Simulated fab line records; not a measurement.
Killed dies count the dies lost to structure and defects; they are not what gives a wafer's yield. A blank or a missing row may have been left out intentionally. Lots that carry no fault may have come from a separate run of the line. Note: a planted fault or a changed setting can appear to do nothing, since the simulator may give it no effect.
Shared-tool check ; flow sky130 ; 11 lots and 33 wafers in the sample

## THE REASON FOR OPENING IT
Of 11 lots, 2 have the reading FIELD_ISO_OXIDATION_00_THK flagged at SKY_FIELD_ISO_THK_MEAS_02. Wafers without a fault read 12.09 nm, standard deviation 0.25.
Rule: flag the lot when none of its wafers has a number, or when each of its wafers that has one lies beyond 4 standard deviations from that mean. The other lots count as sound.

lot;measured;on;FIELD_ISO_OXIDATION_00_THK (nm), wafer by wafer;flag
L979;day 1 17:27;filmMetro-03;11.94 11.77 11.80;
L980;day 1 21:38;filmMetro-04;12.11 12.10 12.26;
L981;day 2 02:38;filmMetro-04;12.28 12.20 12.28;
L984;day 2 19:44;filmMetro-03;12.56 12.62 12.47;
L985;day 2 22:48;filmMetro-03;12.00 12.14 11.99;
L993;day 4 14:38;filmMetro-03;18.84 18.80 18.85;FLAGGED
L994;day 4 19:38;filmMetro-04;18.98 18.93 18.78;FLAGGED
L996;day 5 05:38;filmMetro-03;12.22 12.05 12.17;
L997;day 5 10:38;filmMetro-02;12.31 12.05 12.22;
L999;day 5 23:06;filmMetro-03;11.82 11.94 12.06;
L100;day 6 03:33;filmMetro-04;11.85 12.03 11.88;
The numbers of the flagged lots are 18.86 nm on average: +6.77 nm against the usual, or +27 standard deviations.

## LOT BY LOT: THE TOOL USED
The record holds 1 process step before the reading, out of a route of 708 steps. In each cell: the tool, then ch and the chambers that the sampled wafers went through, then the start.
lot;flag;SKY_FIELD_ISO_OXIDATION_01
L979;;furnace-02 ch 0, day 1 15:56
L980;;furnace-01 ch 0, day 1 20:07
L981;;furnace-02 ch 0, day 2 01:07
L984;;furnace-02 ch 0, day 2 18:13
L985;;furnace-01 ch 0, day 2 21:16
L993;FLAGGED;furnace-01 ch 0, day 4 13:07
L994;FLAGGED;furnace-01 ch 0, day 4 18:07
L996;;furnace-02 ch 0, day 5 04:07
L997;;furnace-02 ch 0, day 5 09:07
L999;;furnace-02 ch 0, day 5 21:35
L100;;furnace-02 ch 0, day 6 02:01
What these steps do:
- SKY_FIELD_ISO_OXIDATION_01: stabilise 600 s, purge 300 s, target thk 12 nm.
- SKY_FIELD_ISO_THK_MEAS_02

## FLAGGED AGAINST TOTAL, ONE TOOL AT A TIME (gauges that did the reading follow at the end)
step;tool;lots run;flagged;share of the flagged lots;sound lots run after its first flagged lot
SKY_FIELD_ISO_OXIDATION_01;furnace-01;4;2;all;0
SKY_FIELD_ISO_OXIDATION_01;furnace-02;7;0;none;-
SKY_FIELD_ISO_THK_MEAS_02;filmMetro-02;1;0;none;-
SKY_FIELD_ISO_THK_MEAS_02;filmMetro-03;6;1;some;2 (L996,L999)
SKY_FIELD_ISO_THK_MEAS_02;filmMetro-04;4;1;some;1 (L100)

## WHAT IS ALLOWED BY THE TABLE
1 row of the table ran every flagged lot: furnace-01 at SKY_FIELD_ISO_OXIDATION_01.
- furnace-01 at SKY_FIELD_ISO_OXIDATION_01 ran 4 lots, 2 of them flagged. Its last sound lot is L985 (day 2 21:16), its first flagged lot L993 (day 4 13:07): a fault that began between those two fits. Its own readings (spikeTcBottomC, spikeTcCentreC, spikeTcLowerC, spikeTcTopC, spikeTcUpperC, tubeCenterTempC, tube_center_temp_C_max, zonePowerBottomPct, zonePowerCentrePct, zonePowerTopPct) fall more than 4 standard deviations out on all wafers of the flagged lots.
One tool is left: furnace-01 at SKY_FIELD_ISO_OXIDATION_01.

## WHAT THE SIMULATOR HAD PUT IN
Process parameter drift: furnace-01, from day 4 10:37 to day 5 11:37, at SKY_FIELD_ISO_OXIDATION_01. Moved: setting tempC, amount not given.
Lots struck among those shown: L993, L994. The rule above found the same.
